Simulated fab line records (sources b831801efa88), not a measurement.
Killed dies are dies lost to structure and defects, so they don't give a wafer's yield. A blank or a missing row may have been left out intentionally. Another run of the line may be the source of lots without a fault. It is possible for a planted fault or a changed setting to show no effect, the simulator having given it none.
Code-filled problem report in 8D (eight disciplines) form    flow sky130    the parts of the form that need people (team, actions taken, sign-off) are left out

== 1. THE ISSUE ==
At SKY_VIA1_CMP_24, time to endpoint s averages 34 s over 2 wafers from 2 lots, while fault-free wafers read 65 s, standard deviation 3.1. Measured from the usual mean, that is -9.8 standard deviations.
The step: polishes, stops on SiO2, t overpolish 15 s, target thk 0 nm.
The first sign was on wafer L876.1 at day 37 22:28, on cmp-02. Wafers with a number at this step in the record: 16, from 6 lots. Rule for "out", or "out of limits": more than 4 standard deviations from the usual mean. The other wafers with a number count as sound.

== 2. WHAT IT IS, AND WHAT IT ISN'T ==
question                     is                  is not
which readings at this step  time to endpoint s  motor current A, overpolish run s, platen rpm, slurry flow ml min
which lots                   L876, L879          L870, L871, L882, L887
which wafers of those lots   L876.1, L879.1      L876.6, L879.3
read on which tools          cmp-02              cmp-01
when                         from day 37 22:28   up to then (7 sound wafers); but 7 sound wafers of L879, L882, L887 came after

== 3. WHAT RULES OUT EACH SUSPECT ==
Counting: a tool at a process step up to the reading stays a suspect if it ran every lot that is out. Sound lots after the first of them don't rule it out here, since some wafers of a struck lot are sound.
- cmp-02 at SKY_VIA1_CMP_24 (polishes, stops on SiO2, t overpolish 15 s, target thk 0 nm): kept. It processed each lot that is out (first: L876, day 37 22:28); up to then, its last sound lot is L871 (day 35 21:55). Its own readings are out on those wafers: time to endpoint s.
Left after counting: cmp-02 at SKY_VIA1_CMP_24.

== 4. THE CAUSE (what the simulator had put in) ==
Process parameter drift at SKY_VIA1_CMP_24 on cmp-02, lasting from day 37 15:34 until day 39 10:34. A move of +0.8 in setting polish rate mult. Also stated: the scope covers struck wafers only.
After counting, this tool was the only one left.

== 5. THE CHAIN OF EFFECTS, in route order ==
One row per reading whose mean, taken over the struck wafers that have a number, lies over 3 standard deviations from the usual. Only readings for which the record gives a usual standard deviation are gone through. hours: the time from each lot's start at the first step in this table that gives one to its start at this step, as a median over the lots. sigmas: the change in usual standard deviations.
hours  step             reading             usual  on struck wafers  change  sigmas
0      SKY_VIA1_CMP_24  time to endpoint s  65 s   34                -30     -9.8
The process steps in it:
- SKY_VIA1_CMP_24: polishes, stops on SiO2, t overpolish 15 s, target thk 0 nm.
Later measuring or inspecting steps at which every struck wafer that the step has a row for has a number for every such reading, and none has moved that far: SKY_METAL2_RS_MEAS_05, SKY_METAL2_THK_MEAS_06, SKY_METAL2_CD_MEAS_15, SKY_METAL2_OVL_MEAS_16.

== 6. WHAT WOULD HAVE CAUGHT IT SOONER ==
In this record no reading fell out of limits until day 37 22:28, 7 hours after the fault had begun at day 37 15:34.
